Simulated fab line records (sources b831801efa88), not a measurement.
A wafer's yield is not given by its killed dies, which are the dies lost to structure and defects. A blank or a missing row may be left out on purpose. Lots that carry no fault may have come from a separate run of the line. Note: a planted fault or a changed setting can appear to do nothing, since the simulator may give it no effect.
Split-lot trial	flow sfqLine	27 wafers read across 5 lots, on a route 325 steps long

== SPLIT DETAILS ==
At SFQ_TRILAYER_M0_DEP_SPUTTER_019 (material Nb, target thk 200 nm, time 133.3 s), the setting timeS was moved away from the recipe's 133.3 s on 12 of the 27 wafers read, by -53.1% to +55.4%. The other wafers ran this setting at the recipe's value.

== FROM THE SPLIT TO THE READING: what the file shows between them, 3 steps ==
- SFQ_M0_RS_MEAS_904: measures by four-point-probe
- SFQ_TRILAYER_M0_LITHO_COAT_026: resist thk 62 nm
- SFQ_TRILAYER_M0_BARC_OPEN_METAL_ETCH_031: etches BARC in O2, target depth 125 nm, time 41.7 s

== THE READING ==
oesProductAu, in a.u., at SFQ_TRILAYER_M0_ETCH_METAL_ETCH_024 (etches Nb in Cl2/Ar, stops on SiO2, target depth 240 nm, time 120 s). Fault-free wafers of this fab line usually give 0.897 a.u., standard deviation 0.0061 a.u.

wafer	tool, chamber at the split	timeS as run, s	against the recipe	oesProductAu, a.u.	against lot-mates on the recipe
L074.1	pvdSputter-04, -	107.4	-19.4%	0.787	-0.112
L074.2	pvdSputter-04, -	133.3	recipe	0.907	-
L074.3	pvdSputter-04, -	107.4	-19.4%	0.800	-0.099
L074.4	pvdSputter-04, -	133.3	recipe	0.891	-
L074.5	pvdSputter-04, -	107.4	-19.4%	0.789	-0.110
L074.6	pvdSputter-04, -	133.3	recipe	0.899	-
L078.1	pvdSputter-06, -	173.9	+30.5%	1.002	+0.105
L078.2	pvdSputter-06, -	173.9	+30.5%	0.990	+0.093
L078.3	pvdSputter-06, -	133.3	recipe	0.901	-
L078.4	pvdSputter-06, -	133.3	recipe	0.892	-
L078.5	pvdSputter-06, -	173.9	+30.5%	0.993	+0.096
L078.6	pvdSputter-06, -	133.3	recipe	0.898	-
L079.1	pvdSputter-05, -	133.3	recipe	0.892	-
L079.2	pvdSputter-05, -	207.1	+55.4%	1.022	+0.129
L079.3	pvdSputter-05, -	207.1	+55.4%	1.026	+0.133
L079.4	pvdSputter-05, -	133.3	recipe	0.897	-
L079.5	pvdSputter-05, -	133.3	recipe	0.891	-
L079.6	pvdSputter-05, -	207.1	+55.4%	1.010	+0.117
L082.2	pvdSputter-06, -	133.3	recipe	0.896	-
L082.3	pvdSputter-06, -	133.3	recipe	0.900	-
L082.5	pvdSputter-06, -	133.3	recipe	0.891	-
L085.1	pvdSputter-04, -	62.49	-53.1%	0.625	-0.275
L085.2	pvdSputter-04, -	133.3	recipe	0.892	-
L085.3	pvdSputter-04, -	62.49	-53.1%	0.624	-0.276
L085.4	pvdSputter-04, -	62.49	-53.1%	0.635	-0.265
L085.5	pvdSputter-04, -	133.3	recipe	0.911	-
L085.6	pvdSputter-04, -	133.3	recipe	0.897	-

THE FIT
A straight line over all 27 wafers: oesProductAu changes by +0.00367 a.u. for each +1% of timeS; r = +0.96; the points scatter about the line by 0.033 a.u.
The same after taking each lot's own level away (the mean of its wafers on the recipe; 27 wafers): +0.00372 a.u. for each +1%; r = +0.96; scatter 0.033 a.u.
The reading moves by 0.21 a.u. for the largest change in timeS, on that fit.
From 0.8933 to 0.9000 a.u.: that is the span of the lots' own levels, equal to 1.1 times the standard deviation above.
So the lot-to-lot level changes the slope little: the two slopes agree.
Check: for one of the wafers moved furthest among these (+55.4%), held out of the fit, the line's prediction against its lot-mates is +0.195 a.u. Against them it came out at +0.129 a.u.

== THE OTHER SPLITS THESE WAFERS WENT THROUGH ==
Before the reading, these wafers also passed through other splits. Each is held against what the fit with the lots' levels taken away leaves over:
other split on the same wafers	wafers away from the commonest value	r with oesProductAu (lot level and that fit taken away)
SFQ_TRILAYER_L0_BARC_OPEN_METAL_ETCH_010 timeS	9	-0.14

== THE WHOLE CHAIN: every reading that the file lists as answering this split, in the file's order ==
step	what it does	reading	change (the file's fit)	r (the file's)
SFQ_TRILAYER_M0_DEP_SPUTTER_019	material Nb, target thk 200 nm, time 133.3 s	Nb_of_TRILAYER_M0_DEP_SPUTTER_019.thkNm (the simulator's own value, which no gauge read)	+1.99 nm for each +1% of the setting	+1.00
SFQ_M0_RS_MEAS_904	measures by four-point-probe	M0_NB_RS	-0.0112 for each +1% of the setting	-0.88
SFQ_TRILAYER_M0_ETCH_METAL_ETCH_024	etches Nb in Cl2/Ar, stops on SiO2, target depth 240 nm, time 120 s	oesProductAu	+0.00368 a.u. for each +1% of the setting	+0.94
SFQ_M8_BOW_MEAS_951		etest.m0.ohmUm (the simulator's own value, which no gauge read)	-0.0343 for each +1% of the setting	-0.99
SFQ_M8_BOW_MEAS_951		etest.i0.linkOhm (the simulator's own value, which no gauge read)	-0.0172 for each +1% of the setting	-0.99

== THE FILE'S OWN FIT ==
oesProductAu changes by +0.00368 a.u. for each +1% of timeS, r = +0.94.
